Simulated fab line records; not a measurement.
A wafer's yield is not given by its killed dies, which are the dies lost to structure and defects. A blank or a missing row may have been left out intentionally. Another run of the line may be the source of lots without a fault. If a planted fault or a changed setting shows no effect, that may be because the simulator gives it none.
Struck lot and sound lot, side by side + flow sky130 + 44 out of 708 route steps
Sound: wafers L208.1, L208.3, L208.5. Struck: wafer L217.6 (L217.2, L217.5, from the same lot, were not struck and are left out); the cause is given at the end.
Order at every step that has rows: each side's tool, ch and its chambers, its first start. Under that, the readings that differ: sound wafers + struck wafers + difference of the means + sigmas: that difference in standard deviations of wafers without a fault.
alike: same words and numbers on both sides, and readings whose means sit less than 2 such deviations apart. not compared: any withheld reading, any reading some wafer has no value for, any bound like >300 that may hide the same value, and any number with overlapping values for which the record gives no deviation.
A row with sigmas, a row that says differs or no value, or rows on one side alone: a step with any of these is where the two part. Numbers that have no deviation but don't overlap get no sigmas and don't part them. A reading missing from all wafers of one side parts the sides only when that side holds two or more wafers.

first, 2 steps without rows for these wafers: SKY_VIA3_SPUTTER_20 (material TiN, target thk 20 nm, time 80 s); SKY_VIA3_CVD_21 (deposits W, target thk 390 nm, time 117.31 s).
SKY_VIA3_RS_MEAS_22: the measuring method here is four-point-probe.
  struck on film metro-01, day 43 23:02; sound on film metro-02, day 41 08:24
  alike: VIA3_W_RS
SKY_VIA3_THK_MEAS_23: measures by xrf.
  struck on film metro-01, day 43 23:09; sound on film metro-02, day 41 08:31
  alike: VIA3_W_THK
then, 2 steps without rows for these wafers: SKY_VIA3_CMP_24 (polishes, stops on SiO2, t overpolish 20 s, target thk 0 nm); SKY_METAL4_SPUTTER_00 (material Ti, target thk 15 nm, time 10 s).
SKY_METAL4_SPUTTER_01: material TiN, target thk 20 nm, time 16.7 s.
  struck on pvd sputter-02, day 43 23:31; sound on pvd sputter-02, day 41 08:55
  alike: throttle valve pct
then, 1 step without rows for these wafers: SKY_METAL4_SPUTTER_02 (material AlCu, target thk 735 nm, time 39.1 s).
SKY_METAL4_SPUTTER_03: material Ti, target thk 5 nm, time 3.3 s.
  struck on pvd sputter-02, day 43 23:35; sound on pvd sputter-02, day 41 08:59
  alike: throttle valve pct
then, 1 step without rows for these wafers: SKY_METAL4_SPUTTER_04 (material TiN, target thk 70 nm, time 58.3 s).
SKY_CAP2M_CVD_00: deposits SiO2, target thk 15.5 nm.
  sound on pecvd-01 ch 0,1, day 41 09:03; struck on pecvd-02 ch 0, day 43 23:40
  alike: heater power w, susceptor temp C
SKY_CAP2M_THK_MEAS_01:
  struck on film metro-03, day 43 23:41; sound on film metro-02, day 41 09:05
  alike: CAP2M_CVD_00_THK
SKY_CAP2M_SPUTTER_02: material TiN, target thk 200 nm, time 166.7 s.
  struck on pvd sputter-04, day 43 23:44; sound on pvd sputter-03, day 41 09:08
| reading                                   | sound             | struck | difference | sigmas |
|-------------------------------------------|-------------------|--------|------------|--------|
| model.TiN_of_CAP2M_SPUTTER_02.thk nm (nm) | 203.3 200.3 198.7 | 220.5  | +19.7      |        |
  alike: susceptor temp C, throttle valve pct
SKY_CAP2M_RS_MEAS_03: the measuring method here is four-point-probe.
  struck on film metro-03, day 43 23:52; sound on film metro-02, day 41 09:15
| reading               | sound          | struck | difference | sigmas |
|-----------------------|----------------|--------|------------|--------|
| CAP2M_TIN_RS (ohm/sq) | 6.79 6.90 6.95 | 6.24   | -0.64      | -7     |
SKY_CAP2M_THK_MEAS_04: measures by xrf.
  struck on film metro-03, day 43 23:59; sound on film metro-02, day 41 09:22
| reading            | sound             | struck | difference | sigmas |
|--------------------|-------------------|--------|------------|--------|
| CAP2M_TIN_THK (nm) | 199.6 196.8 195.5 | 217.9  | +20.6      | +9     |
then, 7 steps without rows for these wafers: SKY_CAP2M_DEHYDRATE_05 (time 60 s); SKY_CAP2M_HMDS_06 (prime time 60 s); SKY_CAP2M_COAT_07 (resist thk 1140 nm); SKY_CAP2M_SOFTBAKE_08 (time 60 s); SKY_CAP2M_EXPOSE_09 (exposes mask CAP2M, target cd 1000 nm); SKY_CAP2M_PEB_10; SKY_CAP2M_DEVELOP_11 (develop time 60 s).
SKY_CAP2M_OVL_MEAS_12:
  struck on overlay-02, day 44 23:02; sound on overlay-01, day 42 08:43
| reading        | sound        | struck | difference | sigmas |
|----------------|--------------|--------|------------|--------|
| CAP2M_OVL (nm) | 3.0 -0.4 1.9 | -2.1   | -3.6       | -3     |
SKY_CAP2M_METAL_ETCH_13: etches TiN in Cl2/BCl3, stops on SiO2, target depth 220 nm, time 62.9 s.
  sound on rie metal-04 ch 0,1, day 42 08:45; struck on rie metal-02 ch 1, day 44 23:04
| reading                     | sound                | struck | difference | sigmas |
|-----------------------------|----------------------|--------|------------|--------|
| drypump motor current A (A) | 5.8 5.4 5.8          | 6.5    | +0.8       | +2     |
| oes product au (a.u.)       | 0.957 0.942 0.942    | 0.991  | +0.044     | +5     |
| throttle valve pct (%)      | 21.909 21.887 21.897 | 21.861 | -0.037     | -3     |
  not compared: rf hours counter h
then, 12 steps without rows for these wafers: SKY_CAP2M_STRIP_14 (strips in O2/N2); SKY_CAP2M_STRIP_15 (strips in post etch residue remover, time 1200 s); SKY_CAP2M_CLEAN_16 (cleans in IPA, time 180 s); SKY_CAP2M_CLEAN_17 (cleans in O3/DIW); SKY_METAL4_DEHYDRATE_05 (time 60 s); SKY_METAL4_HMDS_06 (prime time 60 s); SKY_METAL4_COAT_07 (resist thk 60 nm); SKY_METAL4_COAT_08 (resist thk 1140 nm); SKY_METAL4_SOFTBAKE_09 (time 90 s); SKY_METAL4_EXPOSE_10 (exposes mask MM4, target cd 300 nm); SKY_METAL4_PEB_11; SKY_METAL4_DEVELOP_12 (develop time 60 s).
SKY_METAL4_CD_MEAS_13: target cd 300 nm.
  struck on cd sem-02, day 45 21:03; sound on cd sem-01, day 43 08:53
  alike: cd nm
SKY_METAL4_OVL_MEAS_14:
  struck on overlay-01, day 45 21:10; sound on overlay-02, day 43 09:01
| reading         | sound   | struck | difference | sigmas |
|-----------------|---------|--------|------------|--------|
| METAL4_OVL (nm) | -1 -1 0 | 14     | +15        | +2     |
then, 1 step without rows for these wafers: SKY_METAL4_DESCUM_15 (chemistry O2, time 8 s).
SKY_METAL4_ETCH_16: etches BARC in N2/H2, stops on SiO2, time 88.2 s, target depth 60 nm.
  sound on rie metal-02 ch 0, day 43 09:05; struck on rie metal-03 ch 0, day 45 21:13
  alike: drypump motor current A, oes product au, throttle valve pct
  not compared: rf hours counter h
then, 1 step without rows for these wafers: SKY_METAL4_ETCH_17 (etches SiO2 in C4F8/O2/Ar, stops on TiN, time 3.9 s, target depth 15 nm).
SKY_METAL4_METAL_ETCH_18: etches the open film in Cl2/BCl3, stops on SiO2, target depth 845 nm, time 183.1 s.
  sound on rie metal-03 ch 0, day 43 09:12; struck on rie metal-02 ch 1, day 45 21:20
| reading               | sound             | struck | difference | sigmas |
|-----------------------|-------------------|--------|------------|--------|
| oes product au (a.u.) | 0.863 0.867 0.868 | 0.880  | +0.014     | +2     |
  alike: drypump motor current A, throttle valve pct
  not compared: rf hours counter h
SKY_METAL4_STRIP_20: strips in post etch residue remover, time 1200 s.
  sound on wet bench-01 ch 1, day 43 09:28; struck on wet bench-03 ch 1, day 45 21:37
| reading                                   | sound             | struck | difference | sigmas |
|-------------------------------------------|-------------------|--------|------------|--------|
| model.TiN_of_CAP2M_SPUTTER_02.thk nm (nm) | 202.4 199.5 197.8 | 219.7  | +19.8      |        |
-- the record jumps here: 4 days lie between the struck wafers' starts before and after (it left off in module METAL4 and takes up again in module PAD_OPEN, whose first step shown is number 708 of the route) --
SKY_PAD_OPEN_PROBE_99:
  struck on prober-01, day 49 09:55; sound on prober-02, day 47 05:33
| reading                               | sound                | struck  | difference | sigmas |
|---------------------------------------|----------------------|---------|------------|--------|
| model.etest.tester.sort n pass        | 418 404 396          | 381     | -25        |        |
| model.etest.tester.sort yield pct (%) | 84.96 82.11 80.49    | 77.44   | -5.08      |        |
| model.etest.tester.sort_bin_5_pct (%) | 9.146 9.146 12.4     | 14.63   | +4.40      |        |
| model.etest.cap mim2.leak log10 a cm2 | -8.957 -8.812 -9.158 | -6.985  | +1.991     |        |
| model.etest.cap mim2.plate ohm sq     | 5.881 6.003 6.018    | 5.421   | -0.546     |        |
| model.etest.via4 chain.rc ohm         | 0.7748 0.7894 0.8043 | 0.9025  | +0.1130    |        |
| model.etest.tester.sort_bin_8_pct (%) | 0 0 0                | 7.2e-05 | +7.2e-05   |        |
  alike: defect limited yield, killed_at_M0_to_M3, killed_at_M4_up, killed at contacts, killed at front end, killed at other, killed dies, killed open, killed short

WHERE THEY PART
First at SKY_CAP2M_RS_MEAS_03; last, within this record, at SKY_METAL4_METAL_ETCH_18. Later steps at which nothing parts them and some readings are alike: SKY_PAD_OPEN_PROBE_99.

WHY: the cause the simulator had injected
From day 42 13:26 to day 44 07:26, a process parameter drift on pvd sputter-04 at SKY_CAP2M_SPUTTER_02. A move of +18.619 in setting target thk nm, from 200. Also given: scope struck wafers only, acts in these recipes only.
